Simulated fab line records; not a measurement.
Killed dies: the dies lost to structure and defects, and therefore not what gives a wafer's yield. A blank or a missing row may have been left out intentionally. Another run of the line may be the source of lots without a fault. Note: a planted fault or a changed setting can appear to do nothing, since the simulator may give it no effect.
What tool caused it? -- flow sky130 -- 33 wafers from 11 lots sampled at 5 of the route's 708 steps

## WHAT EACH GAUGE READ, for each wafer
No reading from a measuring or inspecting step in the record can be judged against a usual standard deviation.

## WHAT TOOL EACH LOT RAN ON (gives the tool, then ch and the chambers of the sampled wafers, and finally the start)
lot,SKY_METAL4_STRIP_19,SKY_VIA4_ETCH_12,SKY_PASSIVATION_STRIP_12,SKY_PAD_OPEN_ETCH_07,SKY_PAD_OPEN_PROBE_99
L109,"plasma-asher-03 ch 0,1, day 41 00:24","rie-diel-02 ch 0,1,3, day 42 01:00","plasma-asher-01 ch 1, day 44 00:35","rie-diel-02 ch 0,1, day 44 22:20","prober-01, day 45 00:40"
L110,"plasma-asher-04 ch 0,1, day 41 11:12","rie-diel-04 ch 0,2,3, day 42 11:21","plasma-asher-03 ch 0,1, day 44 10:50","rie-diel-01 ch 1,2, day 45 08:04","prober-02, day 45 10:32"
L113,"plasma-asher-04 ch 0,1, day 42 19:06","rie-diel-02 ch 0,2,3, day 43 18:58","plasma-asher-01 ch 0,1, day 45 16:41","rie-diel-01 ch 1,2,3, day 46 12:59","prober-01, day 46 15:28"
L114,"plasma-asher-03 ch 0,1, day 43 09:29","rie-diel-04 ch 0,1,3, day 44 08:45","plasma-asher-04 ch 0,1, day 46 04:19","rie-diel-02 ch 0,2,3, day 47 00:38","prober-02, day 47 03:04"
L119,"plasma-asher-03 ch 0,1, day 44 10:03","rie-diel-04 ch 0,1, day 45 09:03","plasma-asher-01 ch 0,1, day 47 05:10","rie-diel-04 ch 0,1,2, day 48 00:40","prober-02, day 48 03:07"
L118,"plasma-asher-02 ch 0,1, day 44 13:39","rie-diel-02 ch 0,1,3, day 45 11:36","plasma-asher-04 ch 0, day 47 06:47","rie-diel-04 ch 1,3, day 48 02:13","prober-01, day 48 04:34"
L120,"plasma-asher-02 ch 0,1, day 44 14:02","rie-diel-03 ch 0,2,3, day 45 11:54","plasma-asher-01 ch 0,1, day 47 07:25","rie-diel-01 ch 2,3, day 48 02:34","prober-02, day 48 05:04"
L125,"plasma-asher-02 ch 0,1, day 46 10:55","rie-diel-02 ch 0,3, day 47 08:36","plasma-asher-01 ch 0,1, day 48 23:53","rie-diel-04 ch 1,2, day 49 16:31","prober-02, day 49 18:56"
L127,"plasma-asher-02 ch 0,1, day 46 12:01","rie-diel-02 ch 2,3, day 47 09:09","plasma-asher-01 ch 0,1, day 49 01:12","rie-diel-04 ch 0,2,3, day 49 19:08","prober-01, day 49 22:35"
L129,"plasma-asher-04 ch 0,1, day 47 09:56","rie-diel-04 ch 0,1, day 48 06:45","plasma-asher-03 ch 0,1, day 49 20:47","rie-diel-01 ch 0,1,3, day 50 11:43","prober-01, day 50 14:10"
L131,"plasma-asher-03 ch 1, day 47 22:22","rie-diel-02 ch 1,2,3, day 48 17:57","plasma-asher-01 ch 0,1, day 50 06:04","rie-diel-02 ch 0,3, day 50 21:26","prober-02, day 50 23:51"
- SKY_METAL4_STRIP_19: strips in O2/N2.
- SKY_VIA4_ETCH_12: etches SiO2 in C4F8/O2/Ar, stops on TiN, target depth 580 nm.
- SKY_PASSIVATION_STRIP_12: strips in O2/N2.
- SKY_PAD_OPEN_ETCH_07: etches the open film in CF4/O2, stops on AlCu, target depth 725 nm, time 161.1 s.
- SKY_PAD_OPEN_PROBE_99

## AS READ BY THE TOOLS THEMSELVES (means over the sampled wafers that have a number; for cases with no such wafer, the mark the record gives instead)
SKY_METAL4_STRIP_19.
lot,tool,drypump-motor-current-A (A),oes-product-au (a.u.),strip-time-to-endpoint-s (s)
L109,plasma-asher-03,6.1,0.508,6.64
L110,plasma-asher-04,5.8,0.491,6.41
L113,plasma-asher-04,5.7,0.501,6.48
L114,plasma-asher-03,5.7,0.495,6.44
L119,plasma-asher-03,5.7,0.503,6.52
L118,plasma-asher-02,6.0,0.504,6.53
L120,plasma-asher-02,6.0,0.507,6.61
L125,plasma-asher-02,6.0,0.500,6.49
L127,plasma-asher-02,6.1,0.507,6.67
L129,plasma-asher-04,5.7,0.498,6.47
L131,plasma-asher-03,6.4,0.505,6.63

SKY_VIA4_ETCH_12.
lot,tool,bias-w (W),oes-product-au (a.u.)
L109,rie-diel-02,1202,0.928
L110,rie-diel-04,1200,0.926
L113,rie-diel-02,1202,0.929
L114,rie-diel-04,1201,0.930
L119,rie-diel-04,1204,0.925
L118,rie-diel-02,1202,0.931
L120,rie-diel-03,1198,0.928
L125,rie-diel-02,1199,0.924
L127,rie-diel-02,1195,0.926
L129,rie-diel-04,1200,0.926
L131,rie-diel-02,1201,0.926

SKY_PASSIVATION_STRIP_12.
lot,tool,drypump-motor-current-A (A),oes-product-au (a.u.),strip-time-to-endpoint-s (s)
L109,plasma-asher-01,5.2,0.660,31.36
L110,plasma-asher-03,5.7,0.662,31.52
L113,plasma-asher-01,5.1,0.658,31.34
L114,plasma-asher-04,5.7,0.662,31.61
L119,plasma-asher-01,5.2,0.662,31.43
L118,plasma-asher-04,5.6,0.662,31.41
L120,plasma-asher-01,5.2,0.661,31.42
L125,plasma-asher-01,5.2,0.660,31.31
L127,plasma-asher-01,5.2,0.660,31.51
L129,plasma-asher-03,5.7,0.662,31.57
L131,plasma-asher-01,5.2,0.659,31.56

SKY_PAD_OPEN_ETCH_07.
lot,tool,bias-w (W),drypump-motor-current-A (A),oes-product-au (a.u.),throttle-valve-pct (%)
L109,rie-diel-02,150.1,5.8,0.966,5.958
L110,rie-diel-01,149.8,5.6,0.977,5.967
L113,rie-diel-01,149.8,5.8,0.974,5.962
L114,rie-diel-02,150.2,5.7,0.973,5.969
L119,rie-diel-04,150.1,5.3,0.979,5.963
L118,rie-diel-04,149.9,5.5,0.977,5.969
L120,rie-diel-01,150.1,5.9,0.977,5.967
L125,rie-diel-04,139.7,4.7,0.973,5.964
L127,rie-diel-04,140.0,5.6,0.974,5.969
L129,rie-diel-01,149.8,5.5,0.970,5.964
L131,rie-diel-02,149.7,5.6,0.976,5.959

SKY_PAD_OPEN_PROBE_99.
lot,tool,defect-limited-yield (%),killed_at_M0_to_M3,killed_at_M4_up,killed-at-contacts,killed-at-front-end,killed-at-other,killed-dies,killed-on-rim,killed-open,killed-short,sort_bin_3_pad_short (%),sort_bin_5_function (%),sort_bin_6_memory (%),sort-n-pass,sort-yield-pct (%)
L109,prober-01,81.1,44,2.7,29,17,0.3,93,20,50,43,0.8,11.0,7.1,399,81.1
L110,prober-02,83.6,46,4.7,18,12,0.0,81,18,43,38,0.8,9.5,6.0,411,83.6
L113,prober-01,83.0,46,1.7,19,17,0.0,84,14,47,37,1.0,10.5,5.4,408,83.0
L114,prober-02,81.2,46,2.0,25,19,0.0,92,17,53,39,1.1,11.2,6.5,400,81.2
L119,prober-02,82.0,51,4.7,21,13,0.0,89,18,51,37,0.9,11.7,5.4,403,82.0
L118,prober-01,81.4,42,3.7,30,15,0.3,91,19,45,46,0.9,10.5,7.1,401,81.4
L120,prober-02,83.0,41,3.3,27,12,0.0,84,19,42,42,1.1,8.8,7.1,408,83.0
L125,prober-02,83.6,39,3.0,23,16,0.0,81,14,42,38,0.9,9.8,5.8,411,83.6
L127,prober-01,82.4,48,5.0,18,15,0.3,86,16,45,42,1.1,11.3,5.1,406,82.4
L129,prober-01,83.3,41,2.3,23,15,1.0,82,18,44,38,1.0,9.7,6.0,410,83.3
L131,prober-02,83.4,39,3.0,26,13,0.7,82,17,46,36,0.7,10.2,5.7,410,83.4

## THE ANSWER, worked out from the rows above alone
Rule: what is usual is taken from the lots themselves. Put in order of their means at a reading, lots are off if they are a third of the lots or fewer, leave a main group of 4 or more, and stand apart from it by a gap of 3 or more times the standard deviation of the main group's means; of several such gaps the widest counts. Not used: any main group whose means are identical at the precision the tables above print for the reading. Also off: a lot with no number at a reading for which 4 or more lots have one. Any other lot the step has rows for is counted as sound. After the gauges, taken in route order, come the tools' own readings; for these a lot's mean is taken, as printed above. At the first step where some lot is off, the reading lying furthest off is the one used; lots without a number count as furthest.
Off, at SKY_PAD_OPEN_ETCH_07 on bias-w: L125, L127. The main group has a mean of 149.9 W with a standard deviation of 0.17.
A tool fits if, at that step or a process step before it, it ran every lot that is off, and no sound lot after the first of them. 2 tools fit, plasma-asher-02 at SKY_METAL4_STRIP_19 and rie-diel-04 at SKY_PAD_OPEN_ETCH_07, so this cannot tell which one it is.

## WHAT WAS PUT IN BY THE SIMULATOR
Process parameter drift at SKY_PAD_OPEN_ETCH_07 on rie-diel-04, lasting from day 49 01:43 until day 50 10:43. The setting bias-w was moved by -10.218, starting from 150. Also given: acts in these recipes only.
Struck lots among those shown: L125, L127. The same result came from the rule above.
